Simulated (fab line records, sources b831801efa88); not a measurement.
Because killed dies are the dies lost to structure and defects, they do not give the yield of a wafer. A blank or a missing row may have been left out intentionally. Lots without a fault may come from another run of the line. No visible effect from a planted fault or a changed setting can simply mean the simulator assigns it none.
One fault seen from 2 desks || flow sky130 || every desk sees just its own numbers, and what lay behind them comes last

AT THE METROLOGY DESK
What the gauges read for every lot (on any tool): the sampled wafers with a number, averaged. Marked OUT: a lot whose mean sits more than 4 standard deviations from the usual mean, which makes it out of limits; the brackets give that distance.
Columns: A = VIA4_W_RS at SKY_VIA4_RS_MEAS_19, usual 0.226 ohm/sq; B = VIA4_W_THK at SKY_VIA4_THK_MEAS_20, usual 511 nm; C = METAL5_ALCU_RS at SKY_METAL5_RS_MEAS_05, usual 0.0270 ohm/sq; D = METAL5_ALCU_THK at SKY_METAL5_THK_MEAS_06, usual 1133 nm
{"lot": "L113", "first seen here": "day 43 06:14", "A": 0.223, "B": 510, "C": 0.0267, "D": 1158}
{"lot": "L117", "first seen here": "day 44 07:40", "A": 0.226, "B": 511, "C": 0.0278, "D": 1106}
{"lot": "L120", "first seen here": "day 45 06:32", "A": 0.226, "B": 510, "C": 0.0273, "D": 1123}
{"lot": "L125", "first seen here": "day 46 11:41", "A": 0.225, "B": 513, "C": 0.0272, "D": 1126}
{"lot": "L126", "first seen here": "day 46 16:33", "A": 0.226, "B": 513, "C": 0.0271, "D": 1128}
{"lot": "L130", "first seen here": "day 47 17:19", "A": 0.224, "B": 521, "C": 0.0272, "D": 1124}
Finding of this desk: none of the 6 lots has anything out of limits.

THE TOOL OWNER'S DESK: pvdSputter-04
The tool's own readings at SKY_METAL5_SPUTTER_02 (material AlCu, target thk 1150 nm, time 61.2 s): means of the sampled wafers that have a number, for each lot that ran on this tool. Marked OUT: a lot whose mean sits more than 4 standard deviations from the usual mean, which makes it out of limits; the brackets give that distance.
Columns: A = chamberPressurePa at SKY_METAL5_SPUTTER_02, usual 0.4001 Pa; B = throttleValvePct at SKY_METAL5_SPUTTER_02, usual 29.6 %
{"lot": "L113", "first seen here": "day 43 06:45", "A": 0.4003, "B": 29.8}
{"lot": "L117", "first seen here": "day 44 08:09", "A": "0.4398 (+50) OUT", "B": 27.7}
{"lot": "L120", "first seen here": "day 45 07:04", "A": "0.4206 (+26) OUT", "B": 29.3}
This desk's verdict: out of limits on L117, L120, starting with L117 at day 44 08:09 (chamberPressurePa at SKY_METAL5_SPUTTER_02). In limits: L113.

BROUGHT TOGETHER
On L117, L120, at day 44 08:09, an alarm was possible from the tool owner's desk.
From the metrology desk's view, nothing was out of limits.
The metrology desk has L117, L120 on record, within its limits.
The lots listed all ran SKY_METAL5_SPUTTER_02 on pvdSputter-04.

WHAT THE SIMULATOR HAD INSERTED
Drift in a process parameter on pvdSputter-04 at SKY_METAL5_SPUTTER_02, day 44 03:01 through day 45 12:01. A move of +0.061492 in setting chamberPressurePa, from 0.4. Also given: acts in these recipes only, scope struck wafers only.
Lots struck among those shown: L117, L120.
Delay in hours, fault start to first out-of-limits reading, by desk: the tool owner's desk at 5.
